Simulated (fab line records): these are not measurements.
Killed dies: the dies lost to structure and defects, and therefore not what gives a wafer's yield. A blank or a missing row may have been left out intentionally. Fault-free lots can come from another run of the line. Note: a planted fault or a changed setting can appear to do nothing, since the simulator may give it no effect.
fab line records    flow gf180mcu    part 1 of 2: steps 1 to 23 of 34
[record] lots = 5  wafers = 15  last_day = 34
route steps=602 shown MIM@513 M5@526 V5@540
lots that met no fault: from a run of the same line without faults
start_h: hours from the record's opening day to when the first of the lot's shown wafers began    wait_h: hours elapsed since this lot's preceding step    " the same as in the row above    L1.1+2: a single row standing in for several wafers    - no value, or no start was given    * or withheld: withheld    < > ~ a bound
route shown NAME@n: a module of which the file shows steps, and the number in the route of the first    usual: mean and standard deviation over wafers with no fault    same: alike in all rows    chamber/n: place in a boat    sites: readings site by site    _std_site: their standard deviation    _edge_site: inner sites' mean taken away from outer sites' mean    radius_mm: for every site, how far away it sits from the centre of the wafer    mask NAME#n: copy n    behind: tool/chamber where the wafer was last shaped    hold: reason for holding the lot/hours on hold/outcome of the hold    device: which transistor (n, p or np) failed to switch    end of line: tests run on the same wafers once the route is complete    for a step that has no rows: nothing shown but its recipe    killed: dies that structure and defects cost at the first sort, which is not the same as the wafer's yield    map: the dies of a wafer, with x for killed, . for not killed, _ for no die there
set.NAME: the setting the step ran with; set.NAME@STEP: the setting that earlier step ran with    model.NAME: the simulator's own value behind a step, which no gauge read
certain route steps with their lots: each step a table, each wafer a row
services: a tool's chamber out of use, with start hour (start_h, from the record's first day; less than 0 if before it), hours out, and reason
[[steps]]
[step GF_MIM_RS_MEAS_10]
[recipe] thk_meas_gauge = four-point-probe  reads = TiN_of_MIM_SPUTTER_09+AlCu_of_MIM_SPUTTER_08+TiN_of_MIM_SPUTTER_07
[usual] MIM_ALCU_RS = 0.1598/0.0018
lot.wafer  tool           chamber  start_h  wait_h  MIM_ALCU_RS[ohm/sq]
L075.4     film_metro-03  -        583.70   0.1     0.1565
L075.5     "              -        "        "       0.1560
L075.6     "              -        "        "       0.1563
L079.2     film_metro-03  -        618.43   0.0     0.1593
L079.3     "              -        "        "       0.1588
L079.6     "              -        "        "       0.1593
L081.1     film_metro-02  -        634.74   0.0     0.1601
L081.5     "              -        "        "       0.1613
L081.6     "              -        "        "       0.1599
L093.1     film_metro-04  -        714.81   0.0     0.1600
L093.4     "              -        "        "       0.1597
L093.6     "              -        "        "       0.1603
L097.1     film_metro-04  -        739.39   0.0     0.1622
L097.4     "              -        "        "       0.1631
L097.5     "              -        "        "       0.1624
[step GF_MIM_THK_MEAS_11]
[recipe] thk_meas_gauge = xrf  reads = AlCu_of_MIM_SPUTTER_08
[usual] MIM_ALCU_THK = 201.0/2.3
lot.wafer  tool           chamber  start_h  wait_h  MIM_ALCU_THK[nm]
L075.4     film_metro-03  -        583.79   0.1     204.4
L075.5     "              -        "        "       206.2
L075.6     "              -        "        "       205.4
L079.2     film_metro-03  -        618.54   0.1     201.9
L079.3     "              -        "        "       201.1
L079.6     "              -        "        "       200.9
L081.1     film_metro-02  -        634.86   0.1     201.1
L081.5     "              -        "        "       199.8
L081.6     "              -        "        "       201.6
L093.1     film_metro-04  -        714.93   0.1     200.4
L093.4     "              -        "        "       200.9
L093.6     "              -        "        "       200.8
L097.1     film_metro-04  -        739.51   0.1     198.4
L097.4     "              -        "        "       197.3
L097.5     "              -        "        "       197.4
[step GF_MIM_DEHYDRATE_12]
[recipe] temp_c = 200  time_s = 60
[usual] exhaust_pa = 45.1/0.79
lot.wafer  tool            chamber  start_h  wait_h  exhaust_pa
L075.4     litho_track-03  0        594.05   10.3    45.3
L075.5     "               0        "        "       47.3
L075.6     "               0        "        "       46.8
L079.2     litho_track-03  0        628.10   9.6     45.1
L079.3     "               0        "        "       46.2
L079.6     "               0        "        "       45.2
L081.1     litho_track-04  0        644.34   9.5     45.1
L081.5     "               0        "        "       44.1
L081.6     "               0        "        "       45.6
L093.1     litho_track-03  0        723.78   8.8     44.7
L093.4     "               0        "        "       44.9
L093.6     "               0        "        "       44.1
L097.1     litho_track-02  0        748.03   8.5     44.6
L097.4     "               0        "        "       45.1
L097.5     "               0        "        "       45.0
[step GF_MIM_HMDS_13]
[recipe] prime_time_s = 60  prime_temp_c = 120
[usual] exhaust_pa = 44.9/0.77
lot.wafer  tool            chamber  start_h  wait_h  exhaust_pa
L075.4     litho_track-03  0        594.20   0.1     45.8
L075.5     "               0        "        "       44.8
L075.6     "               0        "        "       45.7
L079.2     litho_track-03  0        628.25   0.1     43.9
L079.3     "               0        "        "       43.5
L079.6     "               0        "        "       43.6
L081.1     litho_track-04  0        644.49   0.1     44.6
L081.5     "               0        "        "       44.4
L081.6     "               0        "        "       44.3
L093.1     litho_track-03  0        723.93   0.1     43.8
L093.4     "               0        "        "       45.0
L093.6     "               0        "        "       44.0
L097.1     litho_track-02  0        748.18   0.1     46.6
L097.4     "               0        "        "       45.2
L097.5     "               0        "        "       45.8
[step GF_MIM_COAT_14]
[recipe] resist = NOVOLAK  spin_rpm = 3000  resist_thk_nm = 1000
[usual] dispense_pressure_kPa = 50/3.9  exhaust_pa = 44.9/0.97
lot.wafer  tool            chamber  start_h  wait_h  dispense_pressure_kPa  exhaust_pa
L075.4     litho_track-03  0        594.35   0.1     53                     45.2
L075.5     "               0        "        "       53                     44.7
L075.6     "               0        "        "       53                     44.1
L079.2     litho_track-03  0        628.40   0.1     53                     45.1
L079.3     "               0        "        "       53                     45.9
L079.6     "               0        "        "       53                     45.9
L081.1     litho_track-04  0        644.64   0.1     55                     45.4
L081.5     "               0        "        "       55                     44.7
L081.6     "               0        "        "       55                     46.8
L093.1     litho_track-03  0        724.08   0.1     53                     44.8
L093.4     "               0        "        "       53                     44.4
L093.6     "               0        "        "       53                     43.7
L097.1     litho_track-02  0        748.33   0.1     46                     46.1
L097.4     "               0        "        "       46                     45.2
L097.5     "               0        "        "       46                     44.8
[step GF_MIM_SOFTBAKE_15]
[recipe] temp_c = 90  time_s = 60  resist = NOVOLAK
[usual] exhaust_pa = 44.9/0.87
lot.wafer  tool            chamber  start_h  wait_h  exhaust_pa
L075.4     litho_track-03  0        594.50   0.1     45.0
L075.5     "               0        "        "       43.5
L075.6     "               0        "        "       43.9
L079.2     litho_track-03  0        628.55   0.1     46.2
L079.3     "               0        "        "       45.9
L079.6     "               0        "        "       47.2
L081.1     litho_track-04  0        644.79   0.1     45.7
L081.5     "               0        "        "       45.9
L081.6     "               0        "        "       46.9
L093.1     litho_track-03  0        724.23   0.1     46.2
L093.4     "               0        "        "       44.7
L093.6     "               0        "        "       45.9
L097.1     litho_track-02  0        748.48   0.1     42.9
L097.4     "               0        "        "       44.7
L097.5     "               0        "        "       43.8
[step GF_MIM_EXPOSE_16]
[recipe] mask_id = FuseTop  target_cd_nm = 2000  na = 0.6  source_shape = conventional  sigma_outer = 0.6  dose_mj = 140
[usual] reticle_temp_C = 23.02/0.1  stage_vel_mm_s = 499.98/0.23
[same] na = 0.6
lot.wafer  tool              chamber  start_h  wait_h  mask       reticle_temp_C  stage_vel_mm_s
L075.4     iline_stepper-01  0        -        -       FuseTop#0  22.94           500.14
L075.5     "                 0        "        "       FuseTop#0  23.00           499.69
L075.6     "                 0        "        "       FuseTop#0  22.97           499.83
L079.2     iline_stepper-02  0        -        -       FuseTop#0  23.05           499.80
L079.3     "                 0        "        "       FuseTop#0  23.20           500.34
L079.6     "                 0        "        "       FuseTop#0  23.06           500.04
L081.1     iline_stepper-01  0        -        -       FuseTop#0  23.20           500.04
L081.5     "                 0        "        "       FuseTop#0  23.00           499.84
L081.6     "                 0        "        "       FuseTop#0  23.00           499.65
L093.1     iline_stepper-01  0        -        -       FuseTop#0  23.18           500.00
L093.4     "                 0        "        "       FuseTop#0  23.09           499.86
L093.6     "                 0        "        "       FuseTop#0  23.15           500.05
L097.1     iline_stepper-01  0        -        -       FuseTop#0  23.02           500.10
L097.4     "                 0        "        "       FuseTop#0  23.00           500.34
L097.5     "                 0        "        "       FuseTop#0  23.09           499.75
[step GF_MIM_PEB_17]
[recipe] temp_c = withheld  time_s = *  resist = NOVOLAK
[usual] exhaust_pa = 44.9/0.75
lot.wafer  tool            chamber  start_h  wait_h  exhaust_pa
L075.4     litho_track-03  0        -        -       44.3
L075.5     "               0        "        "       45.1
L075.6     "               0        "        "       45.1
L079.2     litho_track-04  0        -        -       45.1
L079.3     "               0        "        "       44.7
L079.6     "               0        "        "       44.8
L081.1     litho_track-02  0        -        -       44.9
L081.5     "               0        "        "       44.8
L081.6     "               0        "        "       44.6
L093.1     litho_track-03  0        -        -       44.9
L093.4     "               0        "        "       44.9
L093.6     "               0        "        "       44.6
L097.1     litho_track-03  0        -        -       44.9
L097.4     "               0        "        "       45.0
L097.5     "               0        "        "       45.3
[step GF_MIM_DEVELOP_18]
[recipe] develop_time_s = 60  dev_temp_c = 23
[usual] exhaust_pa = 45.1/0.94
lot.wafer  tool            chamber  start_h  wait_h  exhaust_pa
L075.4     litho_track-03  0        605.10   0.1     45.7
L075.5     "               0        "        "       46.0
L075.6     "               0        "        "       45.2
L079.2     litho_track-04  0        638.66   0.1     45.0
L079.3     "               0        "        "       45.9
L079.6     "               0        "        "       44.0
L081.1     litho_track-02  0        654.68   0.1     43.6
L081.5     "               0        "        "       44.1
L081.6     "               0        "        "       43.5
L093.1     litho_track-03  0        733.28   0.1     46.6
L093.4     "               0        "        "       46.7
L093.6     "               0        "        "       45.7
L097.1     litho_track-03  0        756.83   0.1     44.6
L097.4     "               0        "        "       45.4
L097.5     "               0        "        "       44.6
[step GF_MIM_METAL_ETCH_19]
[recipe] chemistry = Cl2/BCl3  mask_material = NOVOLAK  stop_on = Si3N4  target_depth_nm = 324.5  pressure_mtorr = 8  icp_w = 800  bias_w = 140  Cl2_flow_sccm = 80  bcl3_flow_sccm = 40  time_s = 54.1
[usual] bcl3_flow_sccm = 40.00/0.12  drypump_motor_current_A = 5.7/0.43  oes_product_au = 0.941/0.0061  throttle_valve_pct = 28.282/0.0099
lot.wafer  tool          chamber  start_h  wait_h  bcl3_flow_sccm  drypump_motor_current_A  oes_product_au  rf_hours_counter_h  throttle_valve_pct
L075.4     rie_metal-04  1        605.20   0.1     39.96           5.5                      0.947           -                   28.279
L075.5     "             1        "        "       40.01           5.5                      0.960           -                   28.253
L075.6     "             0        "        "       40.05           5.7                      0.945           -                   28.276
L079.2     rie_metal-04  1        638.79   0.1     39.97           5.5                      0.945           15                  28.268
L079.3     "             1        "        "       40.02           5.5                      0.940           -                   28.272
L079.6     "             1        "        "       39.77           5.5                      0.938           -                   28.273
L081.1     rie_metal-02  0        654.83   0.1     40.15           5.9                      0.944           6                   28.278
L081.5     "             0        "        "       40.00           5.9                      0.938           -                   28.276
L081.6     "             1        "        "       39.77           5.3                      0.939           -                   28.269
L093.1     rie_metal-04  1        733.43   0.1     39.86           5.5                      0.930           4                   28.294
L093.4     "             1        "        "       39.92           5.5                      0.947           -                   28.288
L093.6     "             1        "        "       39.95           5.5                      0.945           -                   28.279
L097.1     rie_metal-02  1        756.98   0.1     40.11           5.3                      0.934           3                   28.284
L097.4     "             1        "        "       39.94           5.3                      0.934           -                   28.265
L097.5     "             0        "        "       40.16           5.9                      0.941           -                   28.290
[step GF_MIM_STRIP_20]
[recipe] chemistry = O2/N2  power_w = 1400  pressure_mtorr = 1500  platen_temp_c = 250  o2_flow_sccm = 3000  n2_flow_sccm = 300  overash_fraction = 0.5
[usual] drypump_motor_current_A = 6.0/0.33  heater_power_w = 334/41  oes_product_au = 0.691/0.0044  strip_time_to_endpoint_s = 11.21/0.04
lot.wafer  tool             chamber  start_h  wait_h  drypump_motor_current_A  heater_power_w  oes_product_au  rf_hours_counter_h  strip_time_to_endpoint_s
L075.4     plasma_asher-04  0        605.28   0.1     5.6                      344             0.689           -                   11.27
L075.5     "                1        "        "       6.1                      264             0.692           -                   11.23
L075.6     "                0        "        "       5.6                      349             0.692           -                   11.22
L079.2     plasma_asher-02  1        638.86   0.0     6.6                      395             0.687           104                 11.23
L079.3     "                0        "        "       6.1                      348             0.695           -                   11.25
L079.6     "                1        "        "       6.6                      389             0.687           -                   11.20
L081.1     plasma_asher-03  1        654.91   0.0     5.9                      281             0.694           25                  11.25
L081.5     "                1        "        "       5.9                      286             0.688           -                   11.19
L081.6     "                0        "        "       5.7                      326             0.695           -                   11.22
L093.1     plasma_asher-03  1        733.57   0.1     5.9                      283             0.685           33                  11.21
L093.4     "                0        "        "       5.7                      331             0.695           -                   11.23
L093.6     "                0        "        "       5.6                      328             0.680           -                   11.19
L097.1     plasma_asher-02  0        757.05   0.0     6.0                      364             0.698           2                   11.22
L097.4     "                0        "        "       6.0                      357             0.697           -                   11.27
L097.5     "                1        "        "       6.6                      418             0.695           -                   11.25
[step GF_MIM_STRIP_21]
[recipe] chemistry = post_etch_residue_remover  time_s = 1200  temp_c = 72.5
lot.wafer   tool          chamber  start_h  wait_h
L075.4+5+6  wet_bench-01  0        605.35   0.0
L079.2+3+6  wet_bench-02  3        638.96   0.1
L081.1+5+6  wet_bench-02  2        655.01   0.1
L093.1+4+6  wet_bench-02  1        733.67   0.1
L097.1+4+5  wet_bench-04  1        757.15   0.1
[step GF_MIM_CLEAN_22]
[recipe] chemistry = DIW  dry = n2_spin
lot.wafer   tool          chamber  start_h  wait_h
L075.4+5+6  wet_bench-02  3        605.69   0.0
L079.2+3+6  wet_bench-04  3        639.33   0.0
L081.1+5+6  wet_bench-04  0        655.35   0.0
L093.1+4+6  wet_bench-04  0        734.01   0.0
L097.1+4+5  wet_bench-01  3        757.83   0.0
[step GF_M5_DEHYDRATE_00]
[recipe] temp_c = 200  time_s = 60
[usual] exhaust_pa = 44.9/0.85
lot.wafer  tool            chamber  start_h  wait_h  exhaust_pa
L075.4     litho_track-01  0        615.91   10.1    44.9
L075.5     "               0        "        "       44.8
L075.6     "               0        "        "       44.5
L079.2     litho_track-02  0        649.51   10.1    44.0
L079.3     "               0        "        "       44.1
L079.6     "               0        "        "       44.3
L081.1     litho_track-02  0        664.38   8.9     46.4
L081.5     "               0        "        "       43.0
L081.6     "               0        "        "       43.4
L093.1     litho_track-02  0        742.28   8.2     44.2
L093.4     "               0        "        "       43.2
L093.6     "               0        "        "       44.0
L097.1     litho_track-04  0        765.68   7.7     46.3
L097.4     "               0        "        "       45.9
L097.5     "               0        "        "       46.6
[step GF_M5_HMDS_01]
[recipe] prime_time_s = 60  prime_temp_c = 120
[usual] exhaust_pa = 45.1/0.82
lot.wafer  tool            chamber  start_h  wait_h  exhaust_pa
L075.4     litho_track-01  0        616.06   0.1     44.9
L075.5     "               0        "        "       43.5
L075.6     "               0        "        "       44.3
L079.2     litho_track-02  0        649.66   0.1     44.8
L079.3     "               0        "        "       44.1
L079.6     "               0        "        "       44.3
L081.1     litho_track-02  0        664.53   0.1     46.5
L081.5     "               0        "        "       46.2
L081.6     "               0        "        "       44.9
L093.1     litho_track-02  0        742.43   0.1     45.7
L093.4     "               0        "        "       45.6
L093.6     "               0        "        "       45.1
L097.1     litho_track-04  0        765.83   0.1     46.2
L097.4     "               0        "        "       46.0
L097.5     "               0        "        "       45.3
[step GF_M5_COAT_02]
[recipe] resist = KrF  spin_rpm = withheld  resist_thk_nm = 1000
[usual] dispense_pressure_kPa = 47/5.6  exhaust_pa = 44.8/0.84
lot.wafer  tool            chamber  start_h  wait_h  dispense_pressure_kPa  exhaust_pa
L075.4     litho_track-01  0        616.21   0.1     41                     44.6
L075.5     "               0        "        "       40                     44.3
L075.6     "               0        "        "       40                     45.2
L079.2     litho_track-02  0        649.81   0.1     46                     45.5
L079.3     "               0        "        "       46                     45.9
L079.6     "               0        "        "       46                     45.1
L081.1     litho_track-02  0        664.68   0.1     46                     44.6
L081.5     "               0        "        "       46                     45.3
L081.6     "               0        "        "       46                     46.1
L093.1     litho_track-02  0        742.58   0.1     46                     46.3
L093.4     "               0        "        "       46                     45.0
L093.6     "               0        "        "       46                     45.6
L097.1     litho_track-04  0        765.98   0.1     55                     46.3
L097.4     "               0        "        "       55                     44.5
L097.5     "               0        "        "       55                     44.9
[step GF_M5_SOFTBAKE_03]
[recipe] temp_c = 130  time_s = 60  resist = KrF
[usual] exhaust_pa = 45.0/0.94
lot.wafer  tool            chamber  start_h  wait_h  exhaust_pa
L075.4     litho_track-01  0        616.36   0.1     45.7
L075.5     "               0        "        "       46.3
L075.6     "               0        "        "       44.3
L079.2     litho_track-02  0        649.96   0.1     44.3
L079.3     "               0        "        "       44.1
L079.6     "               0        "        "       46.0
L081.1     litho_track-02  0        664.83   0.1     46.3
L081.5     "               0        "        "       47.7
L081.6     "               0        "        "       46.2
L093.1     litho_track-02  0        742.73   0.1     44.5
L093.4     "               0        "        "       44.4
L093.6     "               0        "        "       44.6
L097.1     litho_track-04  0        766.13   0.1     44.2
L097.4     "               0        "        "       44.1
L097.5     "               0        "        "       43.6
[step GF_M5_EXPOSE_04]
[recipe] mask_id = Metal5  target_cd_nm = 280  na = 0.68  source_shape = conventional  sigma_outer = 0.6  dose_mj = 28
[usual] reticle_temp_C = 22.99/0.1  stage_vel_mm_s = 499.99/0.25
[same] na = 0.68
lot.wafer  tool            chamber  start_h  wait_h  mask      reticle_temp_C  stage_vel_mm_s
L075.4     krf_scanner-01  0        -        -       Metal5#0  23.06           500.59
L075.5     "               0        "        "       Metal5#0  23.17           500.35
L075.6     "               0        "        "       Metal5#0  22.97           499.95
L079.2     krf_scanner-02  0        -        -       Metal5#0  23.02           500.20
L079.3     "               0        "        "       Metal5#0  23.13           499.96
L079.6     "               0        "        "       Metal5#0  22.89           499.91
L081.1     krf_scanner-01  0        -        -       Metal5#0  23.11           500.02
L081.5     "               0        "        "       Metal5#0  23.06           500.37
L081.6     "               0        "        "       Metal5#0  22.94           500.12
L093.1     krf_scanner-01  0        -        -       Metal5#0  23.02           500.03
L093.4     "               0        "        "       Metal5#0  22.99           499.73
L093.6     "               0        "        "       Metal5#0  23.10           500.02
L097.1     krf_scanner-01  0        -        -       Metal5#0  23.07           500.14
L097.4     "               0        "        "       Metal5#0  23.03           499.73
L097.5     "               0        "        "       Metal5#0  23.02           500.19
[step GF_M5_PEB_05]
[recipe] peb_temp_c = 135  peb_time_s = 90  resist = KrF
[usual] exhaust_pa = 44.8/0.83
lot.wafer  tool            chamber  start_h  wait_h  exhaust_pa
L075.4     litho_track-02  0        -        -       46.9
L075.5     "               0        "        "       43.9
L075.6     "               0        "        "       45.9
L079.2     litho_track-02  0        -        -       44.9
L079.3     "               0        "        "       44.6
L079.6     "               0        "        "       44.8
L081.1     litho_track-04  0        -        -       42.8
L081.5     "               0        "        "       45.6
L081.6     "               0        "        "       44.5
L093.1     litho_track-02  0        -        -       45.3
L093.4     "               0        "        "       44.5
L093.6     "               0        "        "       46.1
L097.1     litho_track-04  0        -        -       44.4
L097.4     "               0        "        "       44.6
L097.5     "               0        "        "       44.0
[step GF_M5_DEVELOP_06]
[recipe] develop_time_s = 60  dev_temp_c = 21
[usual] exhaust_pa = 45.1/0.9
lot.wafer  tool            chamber  start_h  wait_h  exhaust_pa
L075.4     litho_track-02  0        626.66   0.1     46.2
L075.5     "               0        "        "       47.0
L075.6     "               0        "        "       45.5
L079.2     litho_track-02  0        659.61   0.2     45.6
L079.3     "               0        "        "       44.8
L079.6     "               0        "        "       46.5
L081.1     litho_track-04  0        674.29   0.2     44.9
L081.5     "               0        "        "       46.2
L081.6     "               0        "        "       44.9
L093.1     litho_track-02  0        751.48   0.2     45.6
L093.4     "               0        "        "       45.5
L093.6     "               0        "        "       45.3
L097.1     litho_track-04  0        774.13   0.2     46.9
L097.4     "               0        "        "       44.9
L097.5     "               0        "        "       46.3
[step GF_M5_CD_MEAS_07]
[recipe] target_cd_nm = 280
[usual] cd_nm = 280.0/1.1
lot.wafer  tool       chamber  start_h  wait_h  cd_nm
L075.4     cd_sem-01  -        626.80   0.1     279.5
L075.5     "          -        "        "       280.2
L075.6     "          -        "        "       279.4
L079.2     cd_sem-02  -        659.75   0.1     279.9
L079.3     "          -        "        "       280.9
L079.6     "          -        "        "       279.3
L081.1     cd_sem-02  -        674.44   0.1     278.7
L081.5     "          -        "        "       279.6
L081.6     "          -        "        "       279.1
L093.1     cd_sem-02  -        751.63   0.1     281.5
L093.4     "          -        "        "       281.3
L093.6     "          -        "        "       281.0
L097.1     cd_sem-01  -        774.28   0.1     279.5
L097.4     "          -        "        "       280.6
L097.5     "          -        "        "       279.2
[step GF_M5_OVL_MEAS_08]
[usual] M5_OVL = -2/5.5
lot.wafer  tool        chamber  start_h  wait_h  M5_OVL[nm]
L075.4     overlay-02  -        626.87   0.1     4
L075.5     "           -        "        "       3
L075.6     "           -        "        "       0
L079.2     overlay-01  -        659.86   0.1     1
L079.3     "           -        "        "       -3
L079.6     "           -        "        "       1
L081.1     overlay-01  -        674.56   0.1     0
L081.5     "           -        "        "       5
L081.6     "           -        "        "       0
L093.1     overlay-02  -        751.75   0.1     -9
L093.4     "           -        "        "       -9
L093.6     "           -        "        "       -3
L097.1     overlay-01  -        774.40   0.1     -4
L097.4     "           -        "        "       -5
L097.5     "           -        "        "       5
[step GF_M5_ETCH_09]
[recipe] chemistry = CF4/O2  target = Si3N4  target_depth_nm = 52  source_w = 800  bias_w = 150  pressure_mtorr = 150  cf4_flow_sccm = 80  O2_flow_sccm = 10  time_s = 11.6
[usual] cf4_flow_sccm = 80.02/0.26  drypump_motor_current_A = 5.6/0.39  oes_product_au = 1.000/0.0073  throttle_valve_pct = 5.971/0.0093
lot.wafer  tool         chamber  start_h  wait_h  cf4_flow_sccm  drypump_motor_current_A  oes_product_au  rf_hours_counter_h  throttle_valve_pct
L075.4     rie_diel-04  0        626.90   0.0     80.01          6.0                      0.996           -                   5.976
L075.5     "            2        "        "       79.80          6.0                      1.011           -                   5.983
L075.6     "            1        "        "       80.12          6.2                      0.995           -                   5.971
L079.2     rie_diel-04  1        659.89   0.0     80.05          6.2                      0.998           26                  5.975
L079.3     "            0        "        "       80.22          6.0                      1.005           9                   5.980
L079.6     "            2        "        "       79.94          6.0                      1.016           -                   5.970
L081.1     rie_diel-04  2        674.59   0.0     79.95          6.0                      1.008           12                  5.967
L081.5     "            3        "        "       80.13          5.7                      0.999           -                   5.969
L081.6     "            0        "        "       80.26          6.0                      1.003           -                   5.975
L093.1     rie_diel-03  1        751.79   0.0     79.74          5.0                      0.997           12                  5.972
L093.4     "            2        "        "       79.73          5.6                      0.992           23                  5.965
L093.6     "            2        "        "       80.27          5.6                      0.990           -                   5.973
L097.1     rie_diel-03  3        774.44   0.0     80.45          5.1                      0.999           21                  5.968
L097.4     "            0        "        "       79.83          5.3                      1.000           3                   5.976
L097.5     "            2        "        "       80.08          5.6                      0.996           -                   5.977
